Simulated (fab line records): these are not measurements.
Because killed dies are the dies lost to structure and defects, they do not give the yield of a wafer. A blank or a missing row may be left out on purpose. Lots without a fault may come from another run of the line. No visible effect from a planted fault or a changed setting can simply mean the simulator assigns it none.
fab line records	flow sky130
[record] lots = 12	wafers = 36	lastDay = 50
route steps=708 shown LDD_LDN@296 POLY_CUT@317 SD_N@356 LI_CONTACT@377 PAD_OPEN@708
lots that met no fault: taken from a fault-free run of the same line
startH: start of the lot's first displayed wafer, in hours after the record's first day	waitH: hours elapsed since this lot's preceding step	" identical to the entry in the row above	L1.1+2: several wafers, shown together as one row	- no value, or no start was given	* or withheld: withheld	< > ~ a bound
route shown NAME@n: NAME is a module with steps in the file, n the number in the route of the first one	usual: mean and standard deviation over wafers with no fault	same: alike in all rows	chamber/n: place in a boat	sites: readings site by site	_std_site: the values' standard deviation	_edge_site: inner sites' mean taken away from outer sites' mean	radiusMm: for every site, how far away it sits from the centre of the wafer	mask NAME#n: copy n	behind: tool/chamber where the wafer was last shaped	hold: why the lot went on hold/how many hours it stayed there/how the hold came to an end	device: whichever transistor did not switch (one of n, p or np)	end of line: tests run on the same wafers once the route is complete	where a step has no rows: the recipe by itself	killed: dies that structure and defects cost at the first sort, which is not the same as the wafer's yield	map: a wafer's dies, x killed, . not, _ none there
set.NAME: the setting as run; set.NAME@STEP: as run at that earlier step	model.NAME: the simulator's own value behind a step, which no gauge read
a sample of lots followed through the steps of the route, with each step as a table and each wafer as a row
services: the hour from which a tool's chamber was out of use, counted from the record's first day as startH (under 0 if before that day), plus the number of hours and why
[[steps]]
[step SKY_LDD_LDN_OVL_MEAS_07]
[usual] LDD_LDN_OVL = 0.5/1.5
lot.wafer	tool	chamber	startH	waitH	LDD_LDN_OVL[nm]
L562.2	overlay-01	-	527.98	0.1	-1.0
L562.3	"	-	"	"	-1.0
L562.4	"	-	"	"	0.3
L563.1	overlay-02	-	541.67	0.1	-1.6
L563.5	"	-	"	"	-2.3
L563.6	"	-	"	"	-0.7
L566.2	overlay-01	-	554.36	0.1	-0.1
L566.3	"	-	"	"	0.4
L566.6	"	-	"	"	0.1
L568.1	overlay-02	-	576.15	0.1	-0.5
L568.3	"	-	"	"	0.2
L568.4	"	-	"	"	-1.0
L569.2	overlay-01	-	591.66	0.1	-1.8
L569.3	"	-	"	"	1.9
L569.4	"	-	"	"	-2.0
L574.1	overlay-02	-	638.80	0.1	2.6
L574.2	"	-	"	"	2.5
L574.4	"	-	"	"	2.1
L576.1	overlay-01	-	647.95	0.1	1.7
L576.3	"	-	"	"	0.4
L576.5	"	-	"	"	2.0
L579.2	overlay-01	-	666.97	0.1	0.1
L579.3	"	-	"	"	0.2
L579.6	"	-	"	"	1.0
L581.1	overlay-02	-	681.00	0.1	2.3
L581.3	"	-	"	"	2.6
L581.6	"	-	"	"	0.5
L583.3	overlay-01	-	699.46	0.1	-1.1
L583.4	"	-	"	"	0.8
L583.6	"	-	"	"	-1.2
L584.3	overlay-02	-	707.23	0.1	0.1
L584.4	"	-	"	"	-0.1
L584.6	"	-	"	"	-0.6
L585.2	overlay-02	-	718.26	0.1	-3.7
L585.3	"	-	"	"	-1.9
L585.5	"	-	"	"	0.0
[step SKY_POLY_CUT_ETCH_10]
[recipe] chemistry = N2/H2	target = BARC	ionEnergyEv = 200	sourceW = 500	biasW = 100	pressureMtorr = 30	n2FlowSccm = 100	h2FlowSccm = 200	stopOn = SiO2	timeS = 45.9	targetDepthA = 600
[usual] biasW = 99.9/0.31	drypumpMotorCurrentA = 6.0/0.49	oesProductAu = 0.855/0.0049	rfFwdPowerW = 495.1/2.3	throttleValvePct = 13.224/0.0091
lot.wafer	tool	chamber	startH	waitH	biasW	drypumpMotorCurrentA	oesProductAu	rfFwdPowerW	rfHoursCounterH	throttleValvePct
L562.2	rieDiel-03	2	561.63	0.0	99.8	6.2	0.857	496.2	73	13.230
L562.3	"	1	"	"	99.6	6.6	0.848	492.6	70	13.218
L562.4	"	0	"	"	100.4	5.5	0.860	494.1	1	13.223
L563.1	rieDiel-03	0	576.68	0.0	99.6	5.5	0.847	498.0	2	13.224
L563.5	"	1	"	"	99.7	6.6	0.852	494.1	-	13.224
L563.6	"	2	"	"	99.3	6.2	0.856	494.7	-	13.217
L566.2	rieDiel-02	2	588.05	0.0	99.4	6.1	0.852	495.7	19	13.239
L566.3	"	1	"	"	99.8	5.2	0.849	492.7	62	13.210
L566.6	"	3	"	"	100.1	5.7	0.851	495.6	-	13.218
L568.1	rieDiel-03	1	608.25	0.0	99.6	6.6	0.860	494.9	72	13.211
L568.3	"	3	"	"	99.7	5.7	0.857	489.6	48	13.226
L568.4	"	1	"	"	99.6	6.6	0.857	494.0	-	13.243
L569.2	rieDiel-01	2	625.07	0.0	99.8	6.2	0.858	496.1	40	13.232
L569.3	"	1	"	"	100.1	5.3	0.858	495.6	38	13.240
L569.4	"	0	"	"	100.1	6.6	0.856	496.7	6	13.230
L574.1	rieDiel-01	1	670.21	0.0	99.5	5.3	0.860	494.4	39	13.231
L574.2	"	0	"	"	99.7	6.6	0.858	495.8	7	13.227
L574.4	"	2	"	"	100.0	6.2	0.856	491.2	41	13.220
L576.1	rieDiel-02	3	677.16	0.0	100.3	5.7	0.857	497.3	5	13.209
L576.3	"	1	"	"	100.0	5.2	0.855	494.2	0	13.222
L576.5	"	1	"	"	99.9	5.2	0.849	495.4	-	13.233
L579.2	rieDiel-03	1	697.02	0.0	99.6	6.6	0.848	490.1	0	13.219
L579.3	"	3	"	"	100.1	5.7	0.855	490.8	51	13.224
L579.6	"	2	"	"	99.8	6.2	0.857	496.4	-	13.216
L581.1	rieDiel-01	2	709.42	0.0	99.7	6.2	0.849	495.6	42	13.238
L581.3	"	3	"	"	100.3	5.5	0.863	497.8	2	13.233
L581.6	"	0	"	"	99.9	6.6	0.861	498.3	-	13.235
L583.3	rieDiel-02	2	727.25	0.0	99.8	6.1	0.855	496.2	22	13.230
L583.4	"	1	"	"	100.1	5.2	0.851	494.0	2	13.225
L583.6	"	1	"	"	99.7	5.2	0.850	495.1	-	13.216
L584.3	rieDiel-01	1	735.70	0.0	99.6	5.3	0.857	495.8	40	13.222
L584.4	"	2	"	"	100.3	6.2	0.862	497.9	42	13.217
L584.6	"	2	"	"	100.1	6.2	0.858	495.9	-	13.230
L585.2	rieDiel-02	2	748.32	0.0	100.2	6.1	0.857	494.7	23	13.229
L585.3	"	0	"	"	99.9	6.6	0.856	495.7	1	13.205
L585.5	"	3	"	"	99.9	5.7	0.857	499.6	-	13.237
[step SKY_SD_N_RTA_14]
[recipe] tempC = 1075	timeS = 2	idleTempC = 650	rampUpCPerS = 150	rampDownCPerS = 90	ambient = N2
[usual] chamberO2Ppm = 1.998/0.02	lampPowerPct = 15.73/0.055	rampDownCPerS = 90.000/0.016	wafer_temp_C_max = 1078.0/1.2
lot.wafer	tool	chamber	startH	waitH	chamberO2Ppm	lampPowerPct	rampDownCPerS	wafer_temp_C_max
L562.2	rtpAnneal-02	0	649.53	0.0	1.988	15.77	89.991	1077.1
L562.3	"	0	"	"	1.997	15.80	89.984	1078.7
L562.4	"	0	"	"	2.002	15.72	90.011	1075.2
L563.1	rtpAnneal-02	0	662.37	0.0	2.002	15.73	89.973	1078.9
L563.5	"	0	"	"	1.993	15.73	90.039	1080.7
L563.6	"	0	"	"	2.000	15.68	90.018	1077.1
L566.2	rtpAnneal-02	0	672.13	0.0	1.992	15.59	90.016	1078.2
L566.3	"	0	"	"	1.983	15.65	90.004	1077.7
L566.6	"	0	"	"	1.999	15.71	89.986	1077.4
L568.1	rtpAnneal-02	0	692.19	0.0	2.009	15.66	90.005	1079.3
L568.3	"	0	"	"	2.010	15.70	90.018	1080.0
L568.4	"	0	"	"	2.005	15.69	90.022	1080.7
L569.2	rtpAnneal-01	0	707.38	0.0	1.991	15.76	90.022	1077.9
L569.3	"	0	"	"	2.027	15.68	89.992	1079.8
L569.4	"	0	"	"	1.965	15.81	90.016	1078.2
L574.1	rtpAnneal-02	0	751.28	0.0	2.035	15.73	36.012	1079.3
L574.2	"	0	"	"	2.023	15.66	36.010	1076.5
L574.4	"	0	"	"	2.029	15.80	36.015	1077.9
L576.1	rtpAnneal-02	0	756.84	0.0	1.958	15.69	35.978	1079.8
L576.3	"	0	"	"	2.022	15.68	35.994	1077.8
L576.5	"	0	"	"	1.995	15.79	35.994	1077.7
L579.2	rtpAnneal-01	0	777.73	0.0	2.005	15.75	89.970	1076.7
L579.3	"	0	"	"	1.995	15.68	90.018	1079.9
L579.6	"	0	"	"	1.967	15.77	90.025	1076.5
L581.1	rtpAnneal-01	0	789.62	0.0	1.983	15.69	90.007	1078.1
L581.3	"	0	"	"	1.983	15.66	90.014	1078.8
L581.6	"	0	"	"	2.051	15.69	90.027	1077.4
L583.3	rtpAnneal-01	0	807.19	0.0	2.011	15.70	90.019	1076.6
L583.4	"	0	"	"	2.022	15.81	89.992	1076.1
L583.6	"	0	"	"	1.998	15.67	89.990	1080.0
L584.3	rtpAnneal-02	0	817.29	0.0	2.000	15.74	89.973	1078.6
L584.4	"	0	"	"	1.989	15.80	89.998	1077.5
L584.6	"	0	"	"	1.999	15.78	89.996	1076.9
L585.2	rtpAnneal-02	0	828.93	0.0	1.976	15.71	89.986	1077.1
L585.3	"	0	"	"	2.010	15.71	89.998	1078.2
L585.5	"	0	"	"	1.992	15.75	89.999	1077.8
[step SKY_LI_CONTACT_ETCH_15]
[recipe] target = PSG	chemistry = C4F8/O2/Ar	stopOn = Si	taperDeg = 4.15	maskMaterial = KrF-thick	sourceW = 1500	biasW = 1200	pressureMtorr = 40	c4f8FlowSccm = withheld	O2_flow_sccm = 6	Ar_flow_sccm = 300	timeS = withheld	targetDepthA = 6000
[usual] biasW = 1200/3.5	oesProductAu = 0.836/0.0045	rfFwdPowerW = 1493/4.7
lot.wafer	tool	chamber	startH	waitH	biasW	oesProductAu	rfFwdPowerW
L562.2	rieDiel-01	0	677.90	0.0	1203	0.832	1482
L562.3	"	1	"	"	1203	0.827	1489
L562.4	"	2	"	"	1204	0.835	1488
L563.1	rieDiel-04	2	689.99	0.0	1196	0.834	1493
L563.5	"	2	"	"	1195	0.835	1497
L563.6	"	3	"	"	1201	0.832	1494
L566.2	rieDiel-01	0	699.70	0.0	1203	0.840	1493
L566.3	"	1	"	"	1202	0.836	1490
L566.6	"	1	"	"	1200	0.832	1496
L568.1	rieDiel-01	3	719.42	0.0	1202	0.829	1492
L568.3	"	0	"	"	1196	0.831	1499
L568.4	"	1	"	"	1205	0.836	1493
L569.2	rieDiel-04	0	734.59	0.0	1199	0.835	1501
L569.3	"	1	"	"	1195	0.839	1493
L569.4	"	2	"	"	1196	0.836	1498
L574.1	rieDiel-03	2	778.47	0.0	1204	0.841	1494
L574.2	"	3	"	"	1204	0.831	1488
L574.4	"	0	"	"	1198	0.837	1495
L576.1	rieDiel-03	1	784.69	0.0	1196	0.841	1494
L576.3	"	0	"	"	1208	0.836	1497
L576.5	"	1	"	"	1192	0.833	1497
L579.2	rieDiel-01	3	805.75	0.0	1194	0.842	1502
L579.3	"	2	"	"	1198	0.844	1487
L579.6	"	3	"	"	1197	0.835	1494
L581.1	rieDiel-03	2	817.54	0.0	1201	0.842	1493
L581.3	"	1	"	"	1196	0.834	1485
L581.6	"	2	"	"	1203	0.837	1495
L583.3	rieDiel-01	1	835.39	0.0	1194	0.830	1496
L583.4	"	2	"	"	1197	0.836	1493
L583.6	"	2	"	"	1195	0.835	1488
L584.3	rieDiel-04	2	845.17	0.0	1197	0.842	1496
L584.4	"	1	"	"	1196	0.829	1496
L584.6	"	0	"	"	1195	0.841	1498
L585.2	rieDiel-01	0	857.22	0.0	1195	0.838	1493
L585.3	"	2	"	"	1197	0.835	1494
L585.5	"	2	"	"	1198	0.834	1497
[step SKY_PAD_OPEN_PROBE_99]
[usual] killed_at_M0_to_M3 = 43/7	killed_at_M4_up = 3.5/1.9	killedAtContacts = 24/5.3	killedAtFrontEnd = 15/4.4	killedAtOther = 0.3/0.69	killedDies = 87/9.7	killedOpen = 48/7	killedShort = 39/6.4
[same] grossDies = 492	killedAtBackSide = 0
lot.wafer	tool	chamber	startH	waitH	killed_at_M0_to_M3	killed_at_M4_up	killedAtContacts	killedAtFrontEnd	killedAtOther	killedDies	killedOpen	killedShort
L562.2	prober-02	-	1073.61	0.1	25	6	23	19	0	73	41	32
L562.3	prober-02	-	1073.66	0.2	44	4	23	13	0	84	50	34
L562.4	prober-02	-	1073.71	0.2	31	6	17	15	1	70	35	35
L563.1	prober-02	-	1084.54	0.1	61	5	29	9	0	104	50	53
L563.5	prober-02	-	1084.74	0.2	43	2	25	20	0	90	51	39
L563.6	prober-02	-	1084.79	0.2	43	7	35	16	0	101	56	44
L566.2	prober-02	-	1094.12	0.1	40	2	27	18	0	87	50	36
L566.3	prober-02	-	1094.17	0.2	47	5	26	14	1	93	42	50
L566.6	prober-02	-	1094.32	0.2	37	2	29	11	0	79	40	37
L568.1	prober-02	-	1108.73	0.1	54	8	24	14	0	100	52	46
L568.3	prober-02	-	1108.83	0.2	43	2	18	16	2	81	38	40
L568.4	prober-02	-	1108.88	0.2	35	2	27	11	2	77	38	38
L569.2	prober-01	-	1118.28	0.1	39	7	22	20	0	88	55	33
L569.3	prober-01	-	1118.33	0.2	53	1	34	8	0	96	57	39
L569.4	prober-01	-	1118.38	0.2	44	2	26	18	0	90	54	36
L574.1	prober-02	-	1152.75	0.1	33	2	25	20	1	81	43	38
L574.2	prober-02	-	1152.80	0.1	34	1	22	15	0	72	42	30
L574.4	prober-02	-	1152.90	0.2	35	3	28	24	0	90	56	33
L576.1	prober-02	-	1157.72	0.1	55	1	20	14	0	90	55	35
L576.3	prober-02	-	1157.82	0.2	53	2	27	12	0	94	40	54
L576.5	prober-02	-	1157.92	0.2	41	3	26	29	0	99	57	42
L579.2	prober-02	-	1168.92	0.1	56	1	11	28	2	98	56	41
L579.3	prober-02	-	1168.97	0.2	44	4	22	17	0	87	54	31
L579.6	prober-02	-	1169.12	0.2	42	3	26	21	1	93	44	47
L581.1	prober-02	-	1176.72	0.1	34	1	18	12	0	65	39	26
L581.3	prober-02	-	1176.82	0.2	37	4	14	12	2	69	35	34
L581.6	prober-02	-	1176.97	0.2	35	4	24	19	1	83	51	32
L583.3	prober-02	-	1189.83	0.2	51	5	24	15	0	95	54	41
L583.4	prober-02	-	1189.88	0.2	42	3	24	13	0	82	53	29
L583.6	prober-02	-	1189.98	0.2	37	5	29	18	0	89	51	38
L584.3	prober-01	-	1194.64	0.2	41	7	25	12	0	85	40	45
L584.4	prober-01	-	1194.69	0.2	47	4	28	10	0	89	53	36
L584.6	prober-01	-	1194.79	0.2	43	2	18	14	0	77	42	35
L585.2	prober-01	-	1199.94	0.1	39	2	23	11	1	76	48	28
L585.3	prober-01	-	1199.99	0.2	38	2	23	14	0	77	48	29
L585.5	prober-01	-	1200.09	0.2	44	3	30	15	1	93	50	43
// killed by level:class
L562.2 VIA1:geometricParticle:open=8 LI_CONTACT:geometricParticle:open=7 LOCAL_INTERCONNECT:geometricParticle:short=7 CONTACT:geometricParticle:open=7 FIELD_ISO:geometricParticle:short=6 FIELD_ISO:geometricParticle:open=5 POLY_GATE:geometricParticle:short=4 VIA3:geometricParticle:open=4
L562.3 VIA1:geometricParticle:open=13 CONTACT:geometricParticle:open=10 VIA3:geometricParticle:open=6 VIA2:geometricParticle:open=5 FIELD_ISO:geometricParticle:open=4 POLY_GATE:geometricParticle:open=4 LI_CONTACT:geometricParticle:open=4 VIA3:geometricParticle:short=4
L562.4 CONTACT:geometricParticle:open=7 VIA1:geometricParticle:open=7 VIA3:geometricParticle:open=6 POLY_GATE:geometricParticle:short=5 CONTACT:geometricParticle:short=5 POLY_GATE:geometricParticle:open=4 METAL1:geometricParticle:short=4 VIA2:geometricParticle:open=4
L563.1 CONTACT:geometricParticle:open=11 METAL2:geometricParticle:short=10 VIA1:geometricParticle:open=10 METAL1:geometricParticle:short=8 VIA3:geometricParticle:open=8 LOCAL_INTERCONNECT:geometricParticle:short=7 LI_CONTACT:geometricParticle:open=6 VIA2:geometricParticle:open=5
L563.5 VIA3:geometricParticle:open=12 VIA1:geometricParticle:open=11 LI_CONTACT:geometricParticle:open=7 CONTACT:geometricParticle:short=7 CONTACT:geometricParticle:open=6 METAL1:geometricParticle:short=5 FIELD_ISO:geometricParticle:short=4 POLY_GATE:geometricParticle:short=4
L563.6 CONTACT:geometricParticle:open=16 VIA2:geometricParticle:open=9 LI_CONTACT:geometricParticle:open=7 VIA1:geometricParticle:open=7 CONTACT:geometricParticle:short=6 METAL1:geometricParticle:short=6 METAL2:geometricParticle:short=5 VIA3:geometricParticle:open=5
L566.2 VIA1:geometricParticle:open=13 CONTACT:geometricParticle:open=12 VIA3:geometricParticle:open=7 LI_CONTACT:geometricParticle:open=7 POLY_GATE:geometricParticle:short=5 VIA1:geometricParticle:short=5 VIA2:geometricParticle:short=5 FIELD_ISO:geometricParticle:short=4
L566.3 CONTACT:geometricParticle:short=11 METAL1:geometricParticle:short=8 VIA1:geometricParticle:open=8 METAL2:geometricParticle:short=8 VIA2:geometricParticle:open=7 CONTACT:geometricParticle:open=6 VIA3:geometricParticle:open=6 FIELD_ISO:geometricParticle:open=5
L566.6 CONTACT:geometricParticle:open=10 LI_CONTACT:geometricParticle:open=8 METAL1:geometricParticle:short=7 VIA2:geometricParticle:open=7 LI_CONTACT:geometricParticle:short=5 METAL2:geometricParticle:short=5 POLY_GATE:geometricParticle:short=4 CONTACT:geometricParticle:short=4
L568.1 VIA1:geometricParticle:open=11 VIA3:geometricParticle:open=8 CONTACT:geometricParticle:open=8 METAL1:geometricParticle:short=7 LOCAL_INTERCONNECT:geometricParticle:short=6 VIA2:geometricParticle:open=6 METAL4:geometricParticle:short=5 METAL2:geometricParticle:short=5
L568.3 VIA1:geometricParticle:short=8 VIA3:geometricParticle:open=8 VIA1:geometricParticle:open=7 METAL2:geometricParticle:short=7 METAL1:geometricParticle:short=5 CONTACT:geometricParticle:open=5 LI_CONTACT:geometricParticle:open=4 VIA2:geometricParticle:short=4
L568.4 CONTACT:geometricParticle:open=12 VIA1:geometricParticle:open=10 VIA2:geometricParticle:open=7 LOCAL_INTERCONNECT:geometricParticle:short=5 METAL1:geometricParticle:short=4 LI_CONTACT:geometricParticle:short=4 METAL3:geometricParticle:short=4 POLY_GATE:geometricParticle:short=3
L569.2 VIA3:geometricParticle:open=9 CONTACT:geometricParticle:open=8 LI_CONTACT:geometricParticle:open=6 FIELD_ISO:geometricParticle:open=6 VIA1:geometricParticle:short=6 VIA2:geometricParticle:open=6 FIELD_ISO:geometricParticle:short=5 POLY_GATE:geometricParticle:open=4
L569.3 VIA3:geometricParticle:open=15 CONTACT:geometricParticle:open=13 LI_CONTACT:geometricParticle:open=10 VIA1:geometricParticle:open=6 METAL1:geometricParticle:short=6 VIA2:geometricParticle:open=5 CONTACT:geometricParticle:short=5 METAL2:geometricParticle:short=5
L569.4 CONTACT:geometricParticle:open=12 VIA1:geometricParticle:open=11 METAL1:geometricParticle:short=7 FIELD_ISO:geometricParticle:short=6 FIELD_ISO:geometricParticle:open=6 VIA2:geometricParticle:open=6 LI_CONTACT:geometricParticle:open=5 VIA3:geometricParticle:open=5
L574.1 FIELD_ISO:geometricParticle:open=9 CONTACT:geometricParticle:open=9 LI_CONTACT:geometricParticle:open=7 VIA2:geometricParticle:open=7 VIA1:geometricParticle:short=6 VIA1:geometricParticle:open=6 FIELD_ISO:geometricParticle:short=4 LOCAL_INTERCONNECT:geometricParticle:short=4
L574.2 CONTACT:geometricParticle:open=8 VIA2:geometricParticle:open=7 VIA1:geometricParticle:open=7 LI_CONTACT:geometricParticle:open=6 LOCAL_INTERCONNECT:geometricParticle:short=4 METAL1:geometricParticle:short=4 VIA3:geometricParticle:open=4 FIELD_ISO:geometricParticle:open=3
L574.4 CONTACT:geometricParticle:open=13 VIA2:geometricParticle:open=12 VIA1:geometricParticle:open=8 FIELD_ISO:geometricParticle:open=7 LI_CONTACT:geometricParticle:open=7 POLY_GATE:geometricParticle:short=6 CONTACT:geometricParticle:short=6 POLY_GATE:geometricParticle:open=5
L576.1 VIA1:geometricParticle:open=10 VIA2:geometricParticle:open=10 VIA3:geometricParticle:open=9 LI_CONTACT:geometricParticle:open=8 METAL2:geometricParticle:short=6 LI_CONTACT:geometricParticle:short=5 CONTACT:geometricParticle:open=5 FIELD_ISO:geometricParticle:open=4
L576.3 VIA1:geometricParticle:short=10 LI_CONTACT:geometricParticle:open=8 CONTACT:geometricParticle:open=8 VIA3:geometricParticle:short=8 VIA3:geometricParticle:open=6 POLY_GATE:geometricParticle:short=5 LOCAL_INTERCONNECT:geometricParticle:short=5 VIA1:geometricParticle:open=5
L576.5 CONTACT:geometricParticle:open=11 VIA2:geometricParticle:open=10 FIELD_ISO:geometricParticle:open=9 LI_CONTACT:geometricParticle:open=6 VIA3:geometricParticle:open=6 VIA1:geometricParticle:open=6 METAL2:geometricParticle:short=5 VIA3:geometricParticle:short=5
L579.2 VIA1:geometricParticle:open=9 VIA3:geometricParticle:open=9 VIA2:geometricParticle:open=9 METAL2:geometricParticle:short=8 FIELD_ISO:geometricParticle:open=6 POLY_GATE:geometricParticle:short=6 POLY_GATE:geometricParticle:open=5 METAL1:geometricParticle:short=5
L579.3 VIA3:geometricParticle:open=9 VIA1:geometricParticle:open=8 CONTACT:geometricParticle:open=7 LI_CONTACT:geometricParticle:open=6 VIA2:geometricParticle:open=6 POLY_GATE:geometricParticle:short=4 VIA2:geometricParticle:short=4 CONTACT:geometricParticle:short=4
L579.6 CONTACT:geometricParticle:open=13 POLY_GATE:geometricParticle:short=8 VIA1:geometricParticle:open=8 METAL1:geometricParticle:short=7 VIA3:geometricParticle:short=6 POLY_GATE:geometricParticle:open=5 VIA1:geometricParticle:short=5 VIA2:geometricParticle:open=5
L581.1 VIA2:geometricParticle:open=9 CONTACT:geometricParticle:open=6 LI_CONTACT:geometricParticle:open=5 VIA1:geometricParticle:open=5 VIA3:geometricParticle:open=4 FIELD_ISO:geometricParticle:open=3 FIELD_ISO:geometricParticle:short=3 POLY_GATE:geometricParticle:short=3
L581.3 VIA1:geometricParticle:open=13 VIA1:geometricParticle:short=6 FIELD_ISO:geometricParticle:short=5 CONTACT:geometricParticle:open=5 METAL2:geometricParticle:short=5 VIA2:geometricParticle:open=5 METAL4:geometricParticle:short=4 FIELD_ISO:geometricParticle:open=3
L581.6 LI_CONTACT:geometricParticle:open=9 VIA1:geometricParticle:open=8 VIA2:geometricParticle:open=7 VIA3:geometricParticle:open=6 CONTACT:geometricParticle:open=5 CONTACT:geometricParticle:short=5 POLY_GATE:geometricParticle:open=4 LOCAL_INTERCONNECT:geometricParticle:short=4
L583.3 VIA1:geometricParticle:open=11 LI_CONTACT:geometricParticle:open=8 CONTACT:geometricParticle:open=7 VIA3:geometricParticle:open=7 VIA2:geometricParticle:open=6 VIA2:geometricParticle:short=6 POLY_GATE:geometricParticle:open=5 METAL3:geometricParticle:short=5
L583.4 VIA3:geometricParticle:open=13 CONTACT:geometricParticle:open=10 VIA1:geometricParticle:open=8 LI_CONTACT:geometricParticle:open=6 VIA2:geometricParticle:open=6 FIELD_ISO:geometricParticle:open=5 CONTACT:geometricParticle:short=5 METAL1:geometricParticle:short=5
L583.6 CONTACT:geometricParticle:open=10 LOCAL_INTERCONNECT:geometricParticle:short=7 VIA2:geometricParticle:open=7 FIELD_ISO:geometricParticle:open=6 METAL1:geometricParticle:short=6 LI_CONTACT:geometricParticle:open=6 FIELD_ISO:geometricParticle:short=5 VIA1:geometricParticle:open=5
L584.3 VIA2:geometricParticle:open=9 METAL4:geometricParticle:short=7 CONTACT:geometricParticle:open=6 CONTACT:geometricParticle:short=6 VIA3:geometricParticle:short=6 VIA1:geometricParticle:open=6 VIA3:geometricParticle:open=6 POLY_GATE:geometricParticle:short=5
L584.4 CONTACT:geometricParticle:open=13 VIA1:geometricParticle:open=13 VIA3:geometricParticle:open=8 VIA2:geometricParticle:open=6 CONTACT:geometricParticle:short=6 LI_CONTACT:geometricParticle:open=4 VIA1:geometricParticle:short=4 METAL2:geometricParticle:short=4
L584.6 VIA1:geometricParticle:open=12 CONTACT:geometricParticle:open=8 LI_CONTACT:geometricParticle:open=7 METAL2:geometricParticle:short=7 METAL1:geometricParticle:short=6 POLY_GATE:geometricParticle:short=5 VIA3:geometricParticle:open=5 FIELD_ISO:geometricParticle:short=4
L585.2 CONTACT:geometricParticle:open=13 VIA3:geometricParticle:open=9 VIA2:geometricParticle:open=8 METAL1:geometricParticle:short=6 VIA1:geometricParticle:open=5 POLY_GATE:geometricParticle:short=3 POLY_CUT:geometricParticle:open=3 LI_CONTACT:geometricParticle:open=3
L585.3 CONTACT:geometricParticle:open=12 POLY_GATE:geometricParticle:open=6 LI_CONTACT:geometricParticle:open=6 VIA1:geometricParticle:open=6 VIA2:geometricParticle:open=6 VIA3:geometricParticle:open=6 VIA2:geometricParticle:short=5 METAL3:geometricParticle:short=4
L585.5 CONTACT:geometricParticle:open=14 LI_CONTACT:geometricParticle:open=8 METAL1:geometricParticle:short=8 VIA2:geometricParticle:open=7 VIA1:geometricParticle:open=7 METAL2:geometricParticle:short=7 POLY_GATE:geometricParticle:short=5 LOCAL_INTERCONNECT:geometricParticle:short=4
[[services]]
tool	chamber	startH	hours	kind
rieDiel-01	-	560.20	2.8	pm
rieDiel-01	3	573.08	19.2	repair
rieDiel-03	0	579.32	3.3	repair
rieDiel-02	0	580.50	19.8	repair
rtpAnneal-01	-	602.18	5.2	pm
rieDiel-04	0	619.45	4.8	repair
rieDiel-04	-	621.03	2.8	pm
rtpAnneal-01	-	633.64	66.4	pm
rieDiel-04	1	636.65	4.6	repair
rieDiel-03	1	646.57	11.1	repair
rieDiel-02	0	669.06	5.4	repair
rieDiel-02	2	671.71	14.9	repair
rieDiel-04	1	678.51	14.4	repair
rieDiel-02	2	703.56	3.1	repair
rieDiel-02	-	706.69	2.8	pm
rieDiel-03	2	720.90	6.9	repair
rieDiel-01	2	746.92	-	clean
rieDiel-01	2	746.92	18.6	scheduledDown
rieDiel-01	-	773.31	0.3	repair
rieDiel-03	3	796.76	3.7	repair
rieDiel-02	-	806.53	0.3	repair
rieDiel-01	-	809.90	1.2	repair
rieDiel-04	0	847.07	4.2	repair
rieDiel-04	2	848.56	9.2	repair
[[key]]
[firstSign] step = SKY_SD_N_RTA_14	reading = rampDownCPerS	direction = down	sigmas = 99+	usual = 90.000	struck = 36.001
effect none on later readings
metAt SKY_SD_N_RTA_14
struckLots L574,L576
testerLeftOut L574,L576
notActingAt SKY_LDD_LDN_OVL_MEAS_07,SKY_POLY_CUT_ETCH_10,SKY_LI_CONTACT_ETCH_15
onsetBetween 692.19 751.28
[fault] kind = processParameterDrift	tool = rtpAnneal-02	chamber = -	onsetH = 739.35	steps = SKY_SD_N_RTA_14	channel = rampDownCPerS	offset = -54	shape = step	endH = 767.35	actsIn = theseRecipesOnly	stated = 90
// testerLeftOut: of these lots the tester's yield and bins aren't shown, on N5 and GAA mostly nor the transistor test; their killed dies are dies lost to structure and defects alone, not to doping, threshold or leakage, so they don't give the yield
